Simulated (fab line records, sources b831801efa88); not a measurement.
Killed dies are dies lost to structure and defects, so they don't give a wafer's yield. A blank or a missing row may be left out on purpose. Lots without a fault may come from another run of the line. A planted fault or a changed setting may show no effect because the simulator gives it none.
A struck lot beside a sound one | flow sky130 | 17 steps out of a route of 708
Sound: wafers L498.1, L498.2, L498.3. Struck: wafers L507.1, L507.5, L507.6. The cause comes at the end.
At each step with rows: each side's tool, then ch and its chambers, then its first start. Under that, the readings that differ: sound wafers | struck wafers | difference of the means | sigmas: that difference in standard deviations of wafers without a fault.
alike: readings whose means differ by less than 2 such deviations, and words and numbers that are the same on both sides. not compared: withheld readings, readings that some wafer has no value for, bounds like >300 that may hide the same value, and numbers for which the record gives no deviation and whose values overlap.
The two part at a step that has a row with sigmas, a row that says differs or no value, or rows on one side only. Numbers that don't overlap but have no deviation are shown without sigmas and don't part them. A reading that every wafer of one side lacks parts them only if that side has two wafers or more.

first, 9 steps without rows for these wafers: SKY_CAP2M_CLEAN_17 (cleans in O3/DIW); SKY_METAL4_DEHYDRATE_05 (time 60 s); SKY_METAL4_HMDS_06 (prime time 60 s); SKY_METAL4_COAT_07 (resist thk 60 nm); SKY_METAL4_COAT_08 (resist thk 1140 nm); SKY_METAL4_SOFTBAKE_09 (time 90 s); SKY_METAL4_EXPOSE_10 (exposes mask MM4, target cd 300 nm); SKY_METAL4_PEB_11; SKY_METAL4_DEVELOP_12 (develop time 60 s).
SKY_METAL4_CD_MEAS_13: target cd 300 nm.
  sound on cd_sem-01, day 41 21:59; struck on cd_sem-02, day 44 22:50
  alike: cd_nm
SKY_METAL4_OVL_MEAS_14:
  sound on overlay-02, day 41 22:07; struck on overlay-02, day 44 22:58
  alike: METAL4_OVL
SKY_METAL4_DESCUM_15: chemistry O2, time 8 s.
  sound on rie_metal-03 ch 0,1, day 41 22:08; struck on rie_metal-03 ch 0,1, day 44 23:00
  alike: drypump_motor_current_A, oes_product_au
  not compared: rf_hours_counter_h
SKY_METAL4_ETCH_16: etches BARC in N2/H2, stops on SiO2, time 88.2 s, target depth 60 nm.
  sound on rie_metal-03 ch 0,1, day 41 22:10; struck on rie_metal-03 ch 0,1, day 44 23:02
  reading                                       | sound                | struck               | difference | sigmas
  oes_product_au (a.u.)                         | 0.623 0.626 0.633    | 0.802 0.789 0.792    | +0.167     | +36
  run_length_s (s)                              | 116.7 117.1 117.0    | 93.4 93.7 94.0       | -23.2      | -44
  throttle_valve_pct (%)                        | 13.204 13.209 13.192 | 13.222 13.240 13.216 | +0.024     | +3
  model.KrF-thick_of_METAL4_COAT_08.thk_nm (nm) | 1075 1072 1078       | 1088 1089 1088       | +13        |
  model.METAL4.cd_nm (nm)                       | 298.4 297.4 297.8    | 299.9 302.2 303.9    | +4.1       |
  alike: drypump_motor_current_A, h2_flow_sccm
  not compared: rf_hours_counter_h
SKY_METAL4_ETCH_17: etches SiO2 in C4F8/O2/Ar, stops on TiN, time 3.9 s, target depth 15 nm.
  sound on rie_diel-02 ch 0,1,3, day 41 22:16; struck on rie_diel-02 ch 0,1, day 44 23:08
  reading                 | sound             | struck          | difference | sigmas
  model.METAL4.cd_nm (nm) | 298.5 297.5 297.8 | 299.8 302.1 304 | +4.0       |
  alike: oes_product_au
  not compared: rf_hours_counter_h
SKY_METAL4_METAL_ETCH_18: etches the open film in Cl2/BCl3, stops on SiO2, target depth 845 nm, time 183.1 s.
  sound on rie_metal-04 ch 0,1, day 41 22:17; struck on rie_metal-04 ch 0,1, day 44 23:09
  reading                                       | sound             | struck            | difference | sigmas
  model.KrF-thick_of_METAL4_COAT_08.thk_nm (nm) | 530.1 535.8 543.4 | 549.2 554.8 544.6 | +13.1      |
  alike: drypump_motor_current_A, oes_product_au, run_length_s, throttle_valve_pct
  not compared: rf_hours_counter_h
SKY_METAL4_STRIP_19: strips in O2/N2.
  sound on plasma_asher-01 ch 0,1, day 41 22:29; struck on plasma_asher-03 ch 0,1, day 44 23:19
  alike: drypump_motor_current_A, oes_product_au, strip_time_to_endpoint_s
  not compared: rf_hours_counter_h
-- the record jumps here: 3 days lie between the struck wafers' starts before and after (it left off in module METAL4 and takes up again in module PAD_OPEN, whose first step shown is number 708 of the route) --
SKY_PAD_OPEN_PROBE_99:
  the record has rows for the struck wafers here (prober-01, day 48 11:10) and none for the sound ones

WHERE THEY PART
First at SKY_METAL4_ETCH_16; last, within this record, at SKY_PAD_OPEN_PROBE_99.

WHY: what the simulator had put in
Process parameter drift: rie_metal-03, from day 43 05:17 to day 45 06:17, at SKY_METAL4_ETCH_16. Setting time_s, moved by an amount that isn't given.
